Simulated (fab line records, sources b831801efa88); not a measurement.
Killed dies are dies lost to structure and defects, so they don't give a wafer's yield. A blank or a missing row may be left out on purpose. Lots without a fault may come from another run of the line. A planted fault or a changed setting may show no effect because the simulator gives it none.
fab line records | flow sky130
record lots=6 wafers=18 last_day=50
route steps=708 shown PWDE@52 NWELL@56 PAD_OPEN@708
lots that met no fault: from a run of the same line without faults
start_h: hours from the record's first day to the start of the lot's first wafer shown | wait_h: hours since the lot's step before | " the same as in the row above | L1.1+2: a row that stands for several wafers | - no value, or no start given | * or withheld: withheld | < > ~ a bound
route shown NAME@n: a module of which the file shows steps, and the number in the route of the first | usual: mean/standard deviation of fault-free wafers | same: alike in all rows | chamber/n: place in a boat | sites: the reading at each site | _std_site: their standard deviation | _edge_site: outer sites' mean less inner sites' | radius_mm: how far each site lies from the wafer's centre | mask NAME#n: copy n | behind: the tool/chamber that last shaped the wafer | hold: why the lot was held/for how many hours/how that ended | device: the transistor (n, p or np) that didn't switch | end of line: the same wafers' tests at the end of the route | a step without rows: its recipe alone | killed: dies lost to structure and defects at the first sort, not the wafer's yield | map: a wafer's dies, x killed, . not, _ none there
set.NAME: the setting as run; set.NAME@STEP: as run at that earlier step | model.NAME: the simulator's own value behind a step, which no gauge read
lots at some steps of the route; a table a step, a row a wafer
services: from which hour (start_h, from the record's first day; less than 0 if before it) a tool's chamber was out of use, for how many hours, and why
## steps
# step SKY_PWDE_OVL_MEAS_07
# usual PWDE_OVL=-0.6/1.6
# columns lot.wafer tool chamber start_h wait_h PWDE_OVL[nm]
L489.3 overlay-02 - 88.57 - 1.1
L489.4 " - " " 1.9
L489.5 " - " " 0.7
L492.1 overlay-01 - 98.11 - -1.7
L492.3 " - " " -2.4
L492.4 " - " " -3.3
L491.1 overlay-01 - 98.73 - 0.0
L491.2 " - " " 0.2
L491.3 " - " " -0.9
L495.1 overlay-01 - 125.31 - -0.4
L495.2 " - " " 1.8
L495.4 " - " " 1.1
L510.3 overlay-02 - 190.24 - -1.3
L510.5 " - " " 0.2
L510.6 " - " " -2.8
L511.2 overlay-01 - 200.88 - -2.0
L511.3 " - " " -0.3
L511.6 " - " " -0.6
# step SKY_PWDE_IMPLANT_08
# recipe species=B energy_kev=150 dose_cm2=3.6e+12 tilt_deg=withheld
# step SKY_PWDE_STRIP_09
# recipe chemistry=O2/N2 power_w=1400 pressure_mtorr=1500 platen_temp_c=withheld o2_flow_sccm=3000 n2_flow_sccm=300 overash_fraction=0.5
# usual drypump_motor_current_A=5.9/0.39 oes_product_au=0.722/0.0049 strip_time_to_endpoint_s=36.94/0.1
# columns lot.wafer tool chamber start_h wait_h drypump_motor_current_A oes_product_au rf_hours_counter_h strip_time_to_endpoint_s
L489.3 plasma_asher-04 0 88.78 0.1 6.0 0.721 - 36.94
L489.4 " 1 " " 5.3 0.721 - 36.96
L489.5 " 0 " " 6.0 0.720 - 37.05
L492.1 plasma_asher-04 0 98.30 0.1 6.1 0.727 41 36.92
L492.3 " 1 " " 5.3 0.722 - 36.90
L492.4 " 0 " " 6.0 0.727 - 36.89
L491.1 plasma_asher-03 0 98.92 0.1 6.5 0.729 29 36.86
L491.2 " 1 " " 6.0 0.717 29 36.93
L491.3 " 1 " " 6.0 0.721 - 36.91
L495.1 plasma_asher-04 0 125.50 0.1 6.1 0.721 44 37.05
L495.2 " 1 " " 5.4 0.730 44 36.88
L495.4 " 0 " " 6.1 0.730 - 36.93
L510.3 plasma_asher-02 0 190.45 0.1 5.6 0.725 - 36.92
L510.5 " 0 " " 5.6 0.726 - 36.93
L510.6 " 1 " " 5.6 0.732 - 36.97
L511.2 plasma_asher-03 0 201.06 0.1 6.4 0.727 39 37.01
L511.3 " 0 " " 6.5 0.732 - 36.84
L511.6 " 1 " " 6.1 0.726 - 36.85
# step SKY_PWDE_TW_MEAS_10
# usual PWDE_TW=376.7/2.4
# columns lot.wafer tool chamber start_h wait_h PWDE_TW
L489.3 film_metro-04 - 88.87 0.1 375.5
L489.4 " - " " 376.1
L489.5 " - " " 375.1
L492.1 film_metro-04 - 98.40 0.1 374.3
L492.3 " - " " 374.6
L492.4 " - " " 374.9
L491.1 film_metro-02 - 99.02 0.1 379.8
L491.2 " - " " 381.5
L491.3 " - " " 378.7
L495.1 film_metro-02 - 125.60 0.1 380.3
L495.2 " - " " 380.1
L495.4 " - " " 378.3
L510.3 film_metro-01 - 190.53 0.1 375.6
L510.5 " - " " 375.7
L510.6 " - " " 377.1
L511.2 film_metro-04 - 201.17 0.1 373.6
L511.3 " - " " 375.5
L511.6 " - " " 376.1
# step SKY_NWELL_DEHYDRATE_03
# recipe temp_c=200 time_s=60
# step SKY_NWELL_HMDS_04
# recipe prime_time_s=60 prime_temp_c=120
# step SKY_NWELL_COAT_05
# recipe spin_rpm=2000 resist_thk_nm=3000
# step SKY_NWELL_SOFTBAKE_06
# recipe temp_c=110 time_s=withheld
# step SKY_NWELL_EXPOSE_07
# recipe mask_id=NWM na=0.6 source_shape=conventional sigma_outer=0.6 polarization=unpolarized target_cd_nm=840 dose_mj=255
# step SKY_NWELL_PEB_08
# recipe temp_c=115 time_s=withheld
# step SKY_NWELL_DEVELOP_09
# recipe wall_angle_deg=90 developer=TMAH develop_time_s=60 dev_temp_c=23
# step SKY_NWELL_OVL_MEAS_10
# usual NWELL_00_OVL=-0.4/1.6
# columns lot.wafer tool chamber start_h wait_h NWELL_00_OVL[nm]
L489.3 overlay-01 - 105.12 - -2.9
L489.4 " - " " -2.9
L489.5 " - " " -2.6
L492.1 overlay-02 - 115.91 - -2.1
L492.3 " - " " -0.9
L492.4 " - " " -0.1
L491.1 overlay-02 - 116.61 - 0.1
L491.2 " - " " 0.7
L491.3 " - " " 0.6
L495.1 overlay-01 - 144.01 - -1.9
L495.2 " - " " 0.2
L495.4 " - " " -2.0
L510.3 overlay-01 - 212.17 - -2.1
L510.5 " - " " -0.8
L510.6 " - " " 0.6
L511.2 overlay-01 - 222.66 - 2.1
L511.3 " - " " -0.3
L511.6 " - " " 0.0
# step SKY_NWELL_IMPLANT_11
# recipe species=P energy_kev=400 dose_cm2=1.9e+13 tilt_deg=withheld
# usual beam_energy_keV=400.00/0.12
# columns lot.wafer tool chamber start_h wait_h beam_energy_keV model.implant.rp_nm model.implant.drp_nm
L489.3 implanter-02 0 105.20 0.1 400.11 510.3 116.9
L489.4 " 0 " " 400.32 510.3 116.9
L489.5 " 0 " " 400.13 510.3 116.9
L492.1 implanter-04 0 115.94 0.0 399.84 505.3 116.9
L492.3 " 0 " " 399.78 505.3 116.9
L492.4 " 0 " " 399.85 505.3 116.9
L491.1 implanter-03 0 116.64 0.0 399.76 483 116.9
L491.2 " 0 " " 399.91 483 116.9
L491.3 " 0 " " 399.75 483 116.9
L495.1 implanter-02 0 144.04 0.0 400.03 485.9 116.9
L495.2 " 0 " " 399.93 485.9 116.9
L495.4 " 0 " " 400.00 485.9 116.9
L510.3 implanter-04 0 212.24 0.1 485.49 585.1 128.5
L510.5 " 0 " " 485.47 585.1 128.5
L510.6 " 0 " " 485.51 585.1 128.5
L511.2 implanter-04 0 222.72 0.0 485.53 589.6 128.5
L511.3 " 0 " " 485.38 589.6 128.5
L511.6 " 0 " " 485.47 589.6 128.5
# step SKY_NWELL_IMPLANT_12
# recipe species=P energy_kev=120 dose_cm2=1.3e+12 tilt_deg=withheld
# step SKY_NWELL_IMPLANT_13
# recipe species=P energy_kev=50 dose_cm2=7e+11 tilt_deg=withheld
# step SKY_NWELL_STRIP_14
# recipe chemistry=O2/N2 power_w=1400 pressure_mtorr=1500 platen_temp_c=withheld o2_flow_sccm=3000 n2_flow_sccm=300 overash_fraction=0.5
# usual drypump_motor_current_A=5.7/0.31 oes_product_au=0.723/0.0049 strip_time_to_endpoint_s=36.95/0.093
# columns lot.wafer tool chamber start_h wait_h drypump_motor_current_A oes_product_au rf_hours_counter_h strip_time_to_endpoint_s
L489.3 plasma_asher-01 0 105.63 0.1 5.5 0.722 - 37.09
L489.4 " 1 " " 6.2 0.726 - 36.98
L489.5 " 1 " " 6.2 0.719 - 37.06
L492.1 plasma_asher-04 0 116.39 0.1 6.0 0.724 43 36.83
L492.3 " 0 " " 6.0 0.725 - 36.86
L492.4 " 1 " " 5.3 0.725 - 36.75
L491.1 plasma_asher-04 0 117.09 0.1 6.0 0.731 43 36.98
L491.2 " 1 " " 5.3 0.712 43 36.97
L491.3 " 1 " " 5.3 0.723 - 36.92
L495.1 plasma_asher-04 0 144.49 0.1 6.0 0.726 46 36.97
L495.2 " 1 " " 5.4 0.720 46 36.95
L495.4 " 1 " " 5.4 0.722 - 36.99
L510.3 plasma_asher-01 0 212.68 0.1 5.5 0.723 - 36.94
L510.5 " 1 " " 6.2 0.726 - 36.98
L510.6 " 0 " " 5.5 0.725 - 37.13
L511.2 plasma_asher-02 0 223.14 0.1 5.6 0.724 52 36.93
L511.3 " 0 " " 5.6 0.719 - 36.94
L511.6 " 0 " " 5.6 0.723 - 36.82
# step SKY_NWELL_TW_MEAS_15
# usual NWELL_TW=1833/12
# columns lot.wafer tool chamber start_h wait_h NWELL_TW
L489.3 film_metro-02 - 105.72 0.1 1846
L489.4 " - " " 1844
L489.5 " - " " 1849
L492.1 film_metro-01 - 116.49 0.1 1828
L492.3 " - " " 1822
L492.4 " - " " 1815
L491.1 film_metro-02 - 117.19 0.1 1862
L491.2 " - " " 1859
L491.3 " - " " 1852
L495.1 film_metro-04 - 144.59 0.1 1823
L495.2 " - " " 1834
L495.4 " - " " 1832
L510.3 film_metro-01 - 212.76 0.1 1872
L510.5 " - " " 1864
L510.6 " - " " 1854
L511.2 film_metro-04 - 223.25 0.1 1859
L511.3 " - " " 1855
L511.6 " - " " 1856
# step SKY_NWELL_DEHYDRATE_16
# recipe temp_c=200 time_s=60
# step SKY_NWELL_HMDS_17
# recipe prime_time_s=60 prime_temp_c=120
# step SKY_NWELL_COAT_18
# recipe spin_rpm=2000 resist_thk_nm=3000
# step SKY_NWELL_SOFTBAKE_19
# recipe temp_c=110 time_s=withheld
# step SKY_NWELL_EXPOSE_20
# recipe mask_id=NWM_COMPLEMENT na=0.6 source_shape=conventional sigma_outer=0.6 polarization=unpolarized target_cd_nm=840 dose_mj=260
# step SKY_NWELL_PEB_21
# recipe temp_c=115 time_s=withheld
# step SKY_NWELL_DEVELOP_22
# recipe wall_angle_deg=90 developer=TMAH develop_time_s=60 dev_temp_c=23
# step SKY_NWELL_OVL_MEAS_23
# usual NWELL_01_OVL=-0.3/1.3
# columns lot.wafer tool chamber start_h wait_h NWELL_01_OVL[nm]
L489.3 overlay-02 - 123.64 - 0.7
L489.4 " - " " -0.7
L489.5 " - " " 2.3
L492.1 overlay-01 - 134.43 - -0.1
L492.3 " - " " 0.1
L492.4 " - " " 2.4
L491.1 overlay-02 - 135.51 - 0.1
L491.2 " - " " 0.2
L491.3 " - " " -0.2
L495.1 overlay-01 - 163.51 - 0.7
L495.2 " - " " 1.1
L495.4 " - " " -0.3
L510.3 overlay-02 - 234.84 - 0.3
L510.5 " - " " 0.1
L510.6 " - " " 0.2
L511.2 overlay-02 - 245.51 - 0.7
L511.3 " - " " -3.2
L511.6 " - " " -3.4
# step SKY_NWELL_IMPLANT_24
# recipe species=B energy_kev=140 dose_cm2=9.04e+12 tilt_deg=withheld
# step SKY_NWELL_STRIP_25
# recipe chemistry=O2/N2 power_w=1400 pressure_mtorr=1500 platen_temp_c=withheld o2_flow_sccm=3000 n2_flow_sccm=300 overash_fraction=0.5
# usual drypump_motor_current_A=5.8/0.32 oes_product_au=0.723/0.0045 strip_time_to_endpoint_s=36.96/0.12
# columns lot.wafer tool chamber start_h wait_h drypump_motor_current_A oes_product_au rf_hours_counter_h strip_time_to_endpoint_s
L489.3 plasma_asher-01 1 123.85 0.1 6.2 0.728 - 36.92
L489.4 " 0 " " 5.5 0.722 - 36.98
L489.5 " 1 " " 6.2 0.726 - 36.94
L492.1 plasma_asher-01 0 134.62 0.1 5.5 0.725 2 37.02
L492.3 " 0 " " 5.5 0.717 - 37.05
L492.4 " 1 " " 6.2 0.728 - 37.08
L491.1 plasma_asher-04 1 135.69 0.1 5.4 0.716 45 36.89
L491.2 " 0 " " 6.1 0.720 45 36.87
L491.3 " 0 " " 6.0 0.726 - 36.80
L495.1 plasma_asher-02 0 163.69 0.1 5.6 0.719 47 36.73
L495.2 " 1 " " 5.6 0.715 47 36.68
L495.4 " 1 " " 5.6 0.718 - 36.78
L510.3 plasma_asher-01 1 235.05 0.1 6.2 0.723 - 36.99
L510.5 " 1 " " 6.2 0.720 - 36.95
L510.6 " 0 " " 5.5 0.725 - 36.93
L511.2 plasma_asher-01 1 245.69 0.1 6.2 0.717 14 36.79
L511.3 " 0 " " 5.5 0.722 - 36.87
L511.6 " 0 " " 5.5 0.722 - 36.88
# step SKY_NWELL_TW_MEAS_26
# usual NWELL_2_TW=498/3.7
# columns lot.wafer tool chamber start_h wait_h NWELL_2_TW
L489.3 film_metro-02 - 123.94 0.1 500
L489.4 " - " " 503
L489.5 " - " " 502
L492.1 film_metro-04 - 134.72 0.1 496
L492.3 " - " " 498
L492.4 " - " " 495
L491.1 film_metro-04 - 135.79 0.1 495
L491.2 " - " " 498
L491.3 " - " " 493
L495.1 film_metro-01 - 163.79 0.1 499
L495.2 " - " " 497
L495.4 " - " " 498
L510.3 film_metro-01 - 235.14 0.1 495
L510.5 " - " " 491
L510.6 " - " " 493
L511.2 film_metro-02 - 245.80 0.1 504
L511.3 " - " " 502
L511.6 " - " " 505
# step SKY_NWELL_CLEAN_27
# recipe chemistry=SC1/SC2 mix=1:4:20 temp_c=70 time_s=150 dry=n2_spin
# step SKY_NWELL_RTA_28
# recipe temp_c=1050 time_s=30 idle_temp_c=650 ramp_up_c_per_s=150 ramp_down_c_per_s=90 ambient=N2
# usual lamp_power_pct=25.30/0.055 wafer_temp_C_max=1054.8/0.92
# same time_s=30
# columns lot.wafer tool chamber start_h wait_h lamp_power_pct wafer_temp_C_max
L489.3 rtp_anneal-02 0 124.07 0.0 25.29 1054.6
L489.4 " 0 " " 25.26 1055.4
L489.5 " 0 " " 25.25 1055.0
L492.1 rtp_anneal-02 0 134.83 0.0 25.26 1053.9
L492.3 " 0 " " 25.25 1055.3
L492.4 " 0 " " 25.27 1055.7
L491.1 rtp_anneal-01 0 135.90 0.0 25.30 1054.9
L491.2 " 0 " " 25.31 1055.3
L491.3 " 0 " " 25.29 1054.5
L495.1 rtp_anneal-01 0 163.95 0.0 25.30 1053.6
L495.2 " 0 " " 25.46 1055.1
L495.4 " 0 " " 25.33 1053.5
L510.3 rtp_anneal-02 0 235.26 0.0 25.28 1056.4
L510.5 " 0 " " 25.27 1055.7
L510.6 " 0 " " 25.37 1055.3
L511.2 rtp_anneal-01 0 245.92 0.0 25.29 1053.7
L511.3 " 0 " " 25.31 1056.1
L511.6 " 0 " " 25.36 1054.1
# step SKY_NWELL_RS_MEAS_29
# recipe thk_meas_gauge=four-point-probe
# usual NWELL_RS=624.7/1.7
# columns lot.wafer tool chamber start_h wait_h hold NWELL_RS[ohm/sq]
L489.3 film_metro-01 - 124.17 0.1 - 625.9
L489.4 " - " " - 628.0
L489.5 " - " " - 624.0
L492.1 film_metro-02 - 134.93 0.1 - 623.7
L492.3 " - " " - 623.7
L492.4 " - " " - 625.5
L491.1 film_metro-01 - 136.00 0.1 - 622.4
L491.2 " - " " - 624.5
L491.3 " - " " - 625.7
L495.1 film_metro-02 - 164.05 0.1 - 626.6
L495.2 " - " " - 625.9
L495.4 " - " " - 626.6
L510.3 film_metro-04 - 235.37 0.1 await_dispo/0.2h/release 599.1
L510.5 " - " " await_dispo/0.2h/release 598.7
L510.6 " - " " await_dispo/0.2h/release 598.5
L510.3 film_metro-04 - 235.73 0.3 - 597.6
L510.5 " - " " - 598.5
L510.6 " - " " - 597.2
L511.2 film_metro-04 - 246.02 0.1 await_dispo/0.2h/release 596.1
L511.3 " - " " await_dispo/0.2h/release 596.5
L511.6 " - " " await_dispo/0.2h/release 597.2
L511.2 film_metro-04 - 246.38 0.3 - 595.8
L511.3 " - " " - 596.1
L511.6 " - " " - 596.9
# step SKY_PAD_OPEN_PROBE_99
# usual killed_at_M0_to_M3=44/6.8 killed_at_M4_up=3.1/1.8 killed_at_contacts=25/5.2 killed_at_front_end=15/4.1 killed_at_other=0.3/0.62 killed_dies=88/9.4 killed_open=48/7.1 killed_short=40/6.1
# same gross_dies=492 killed_at_back_side=0
# columns lot.wafer tool chamber start_h wait_h killed_at_M0_to_M3 killed_at_M4_up killed_at_contacts killed_at_front_end killed_at_other killed_dies killed_open killed_short model.etest.nfet_16v.r_on_ohm_um model.etest.pfet_16v.r_on_ohm_um model.etest.res_nwell.line_ohm_um model.etest.res_nwell.rs_ohm_sq model.etest.pfet_g5v0d10v5.r_on_ohm_um model.etest.tip_p_5v.rs_ohm_sq model.etest.pfet_16v.drive_ua_um model.etest.pfet_g5v0d10v5.drive_ua_um
L489.3 prober-01 - 1090.48 0.2 39 2 26 18 0 85 39 44 1.454e+04 1.556e+04 1070 902.1 4855 2834 243.8 333.8
L489.4 prober-01 - 1090.53 0.2 42 3 29 19 0 93 53 40 1.442e+04 1.549e+04 1044 901 4783 2830 240.8 340.4
L489.5 prober-01 - 1090.58 0.2 43 1 14 13 1 72 34 38 1.43e+04 1.535e+04 1054 897.4 4857 2800 246.5 338.2
L491.1 prober-01 - 1104.68 0.1 34 1 23 15 1 74 37 37 1.413e+04 1.593e+04 1204 1019 4788 2842 235.3 336.4
L491.2 prober-01 - 1104.73 0.1 45 3 27 16 0 91 47 43 1.403e+04 1.547e+04 1154 978.7 4796 2881 234.4 333.3
L491.3 prober-01 - 1104.78 0.2 42 1 23 18 0 84 45 39 1.425e+04 1.595e+04 1199 1018 4854 2882 233.5 332.5
L492.1 prober-02 - 1106.18 0.1 39 5 22 14 0 80 42 38 1.436e+04 1.501e+04 1037 878.4 4754 2854 246.8 342.3
L492.3 prober-02 - 1106.28 0.2 50 4 28 14 0 96 60 36 1.425e+04 1.518e+04 1048 904.5 4742 2844 245.5 345.2
L492.4 prober-02 - 1106.33 0.2 46 5 23 9 1 84 43 41 1.44e+04 1.579e+04 1076 934.6 4719 2870 241.4 343.9
L495.1 prober-02 - 1134.24 0.1 46 3 33 15 0 97 56 41 1.384e+04 1.543e+04 1181 984.2 4752 2883 235.6 342.7
L495.2 prober-02 - 1134.29 0.1 43 1 33 11 0 88 51 37 1.383e+04 1.526e+04 1147 956.5 4728 2867 238.9 337.2
L495.4 prober-02 - 1134.39 0.2 59 1 37 19 0 116 66 50 1.373e+04 1.558e+04 1187 986.5 4700 2864 236.8 340.6
L511.2 prober-02 - 1197.95 0.1 37 6 26 22 0 91 41 49 1.701e+04 1.463e+04 883.3 735.8 4706 2748 263.4 353.7
L511.3 prober-02 - 1198.00 0.2 45 8 29 21 0 103 53 49 1.701e+04 1.48e+04 875.2 742.9 4636 2778 260.3 357.2
L511.6 prober-02 - 1198.15 0.2 47 7 26 20 0 100 61 39 1.71e+04 1.487e+04 872 751 4715 2768 259.1 348.1
L510.3 prober-01 - 1198.74 0.2 45 2 22 14 0 83 44 39 1.679e+04 1.497e+04 877.9 756.1 4691 2721 253.6 350.2
L510.5 prober-01 - 1198.84 0.2 37 2 28 13 0 80 38 41 1.691e+04 1.486e+04 871.6 742.6 4709 2734 257.3 348.4
L510.6 prober-01 - 1198.89 0.2 37 3 32 18 0 90 39 50 1.69e+04 1.505e+04 876 751.5 4729 2707 252.9 350
# killed by level:class
L489.3 METAL1:geometric_particle:short=11 LI_CONTACT:geometric_particle:open=8 CONTACT:geometric_particle:open=8 VIA1:geometric_particle:open=8 VIA1:geometric_particle:short=5 VIA3:geometric_particle:open=5 FIELD_ISO:geometric_particle:short=4 POLY_GATE:geometric_particle:short=4
L489.4 CONTACT:geometric_particle:short=11 VIA1:geometric_particle:open=10 POLY_GATE:geometric_particle:open=8 LI_CONTACT:geometric_particle:open=8 CONTACT:geometric_particle:open=7 METAL1:geometric_particle:short=7 VIA3:geometric_particle:open=7 VIA2:geometric_particle:open=6
L489.5 METAL1:geometric_particle:short=9 VIA1:geometric_particle:open=6 METAL2:geometric_particle:short=6 VIA2:geometric_particle:open=6 POLY_GATE:geometric_particle:short=5 CONTACT:geometric_particle:open=5 VIA3:geometric_particle:open=5 VIA2:geometric_particle:short=5
L491.1 CONTACT:geometric_particle:open=8 LI_CONTACT:geometric_particle:open=7 VIA1:geometric_particle:open=7 METAL1:geometric_particle:short=6 FIELD_ISO:geometric_particle:short=5 POLY_GATE:geometric_particle:short=5 METAL2:geometric_particle:short=5 CONTACT:geometric_particle:short=5
L491.2 VIA1:geometric_particle:open=10 CONTACT:geometric_particle:open=9 LI_CONTACT:geometric_particle:open=7 METAL1:geometric_particle:short=7 VIA3:geometric_particle:open=7 LOCAL_INTERCONNECT:geometric_particle:short=6 VIA2:geometric_particle:open=5 POLY_GATE:geometric_particle:open=4
L491.3 VIA1:geometric_particle:open=12 CONTACT:geometric_particle:open=10 LOCAL_INTERCONNECT:geometric_particle:short=7 FIELD_ISO:geometric_particle:short=6 VIA3:geometric_particle:open=6 METAL2:geometric_particle:short=5 SPACER:geometric_particle:open=4 VIA1:geometric_particle:short=4
L492.1 VIA1:geometric_particle:open=7 VIA3:geometric_particle:open=7 LI_CONTACT:geometric_particle:open=6 CONTACT:geometric_particle:short=6 LOCAL_INTERCONNECT:geometric_particle:short=6 VIA1:geometric_particle:short=6 METAL1:geometric_particle:short=5 METAL2:geometric_particle:short=5
L492.3 CONTACT:geometric_particle:open=12 VIA3:geometric_particle:open=11 VIA1:geometric_particle:open=10 VIA2:geometric_particle:open=10 VIA1:geometric_particle:short=8 FIELD_ISO:geometric_particle:short=5 LOCAL_INTERCONNECT:geometric_particle:short=5 FIELD_ISO:geometric_particle:open=4
L492.4 VIA1:geometric_particle:open=10 CONTACT:geometric_particle:open=8 METAL2:geometric_particle:short=7 LI_CONTACT:geometric_particle:open=6 METAL1:geometric_particle:short=6 METAL4:geometric_particle:short=5 VIA1:geometric_particle:short=5 VIA3:geometric_particle:open=5
L495.1 CONTACT:geometric_particle:open=13 VIA1:geometric_particle:open=11 VIA2:geometric_particle:open=10 LI_CONTACT:geometric_particle:open=8 METAL2:geometric_particle:short=6 POLY_GATE:geometric_particle:open=5 VIA3:geometric_particle:open=5 FIELD_ISO:geometric_particle:short=4
L495.2 CONTACT:geometric_particle:open=14 VIA2:geometric_particle:open=9 LOCAL_INTERCONNECT:geometric_particle:short=7 VIA1:geometric_particle:open=7 VIA3:geometric_particle:open=6 CONTACT:geometric_particle:short=6 METAL1:geometric_particle:short=5 LI_CONTACT:geometric_particle:open=5
L495.4 CONTACT:geometric_particle:open=18 VIA1:geometric_particle:open=12 LI_CONTACT:geometric_particle:open=9 VIA3:geometric_particle:open=9 POLY_GATE:geometric_particle:short=7 VIA3:geometric_particle:short=7 VIA2:geometric_particle:open=6 METAL1:geometric_particle:short=6
L511.2 VIA1:geometric_particle:open=12 CONTACT:geometric_particle:open=8 SPACER:geometric_particle:short=6 LI_CONTACT:geometric_particle:open=6 FIELD_ISO:geometric_particle:short=5 LI_CONTACT:geometric_particle:short=5 METAL2:geometric_particle:short=5 METAL4:geometric_particle:short=5
L511.3 VIA1:geometric_particle:open=16 CONTACT:geometric_particle:open=8 POLY_GATE:geometric_particle:short=6 LOCAL_INTERCONNECT:geometric_particle:short=6 LI_CONTACT:geometric_particle:open=5 METAL4:geometric_particle:short=5 FIELD_ISO:geometric_particle:open=4 LI_CONTACT:geometric_particle:short=4
L511.6 VIA1:geometric_particle:open=15 CONTACT:geometric_particle:open=9 LI_CONTACT:geometric_particle:open=8 VIA2:geometric_particle:open=8 METAL2:geometric_particle:short=6 POLY_GATE:geometric_particle:open=5 METAL4:geometric_particle:short=5 POLY_GATE:geometric_particle:short=4
L510.3 CONTACT:geometric_particle:open=7 METAL2:geometric_particle:short=7 FIELD_ISO:geometric_particle:open=6 LI_CONTACT:geometric_particle:open=6 METAL1:geometric_particle:short=6 VIA1:geometric_particle:open=6 VIA3:geometric_particle:open=6 VIA2:geometric_particle:open=6
L510.5 CONTACT:geometric_particle:open=9 METAL1:geometric_particle:short=8 LI_CONTACT:geometric_particle:open=7 CONTACT:geometric_particle:short=6 VIA1:geometric_particle:open=6 VIA2:geometric_particle:open=6 VIA3:geometric_particle:open=5 VIA1:geometric_particle:short=5
L510.6 LOCAL_INTERCONNECT:geometric_particle:short=8 CONTACT:geometric_particle:short=8 METAL2:geometric_particle:short=7 CONTACT:geometric_particle:open=7 VIA2:geometric_particle:open=7 FIELD_ISO:geometric_particle:open=5 VIA1:geometric_particle:open=5 VIA3:geometric_particle:open=5
## services
# columns tool chamber start_h hours kind
implanter-04 - 89.64 1.8 repair
plasma_asher-01 - 108.75 9.0 pm
plasma_asher-01 0 108.75 9.0 vent_cycle
plasma_asher-01 1 108.75 9.0 vent_cycle
implanter-04 - 116.39 30.5 pm
plasma_asher-01 0 117.75 - clean
plasma_asher-01 1 117.75 - clean
plasma_asher-02 - 122.74 14.6 pm
implanter-04 - 150.60 4.2 repair
plasma_asher-04 - 158.49 7.1 repair
plasma_asher-04 - 165.04 4.0 repair
implanter-04 - 175.38 2.6 repair
implanter-02 - 181.94 1.7 repair
plasma_asher-03 - 199.98 0.7 repair
plasma_asher-02 - 205.67 11.1 repair
plasma_asher-03 - 212.78 2.8 pm
implanter-02 - 218.77 2.2 repair
plasma_asher-02 - 239.21 16.2 repair
## key
first_sign step=SKY_NWELL_IMPLANT_11 reading=beam_energy_keV direction=up sigmas=99+ usual=* struck=*
effect step=SKY_NWELL_TW_MEAS_15 reading=NWELL_TW direction=up sigmas=2.2 usual=1833 struck=1860
effect step=SKY_NWELL_RS_MEAS_29 reading=visit direction=added
effect step=SKY_NWELL_RS_MEAS_29 reading=NWELL_RS direction=down sigmas=16 usual=624.7 struck=597.7
model_effect step=SKY_NWELL_IMPLANT_11 value=implant.rp_nm without=494.5 struck=587.3
model_effect step=SKY_PAD_OPEN_PROBE_99 value=etest.nfet_16v.r_on_ohm_um without=1.433e+04 struck=1.695e+04
met_at SKY_NWELL_IMPLANT_11
struck_wafers L510.3,L510.5,L510.6,L511.2,L511.3,L511.6
tester_left_out L510,L511
onset_between 115.94 212.24
fault kind=process_parameter_drift tool=implanter-04 chamber=- onset_h=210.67 steps=SKY_NWELL_IMPLANT_11 channel=energy_kev offset=* shape=step end_h=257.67 acts_in=* stated=*
# tester_left_out: of these lots the tester's yield and bins aren't shown, on N5 and GAA mostly nor the transistor test; their killed dies are dies lost to structure and defects alone, not to doping, threshold or leakage, so they don't give the yield
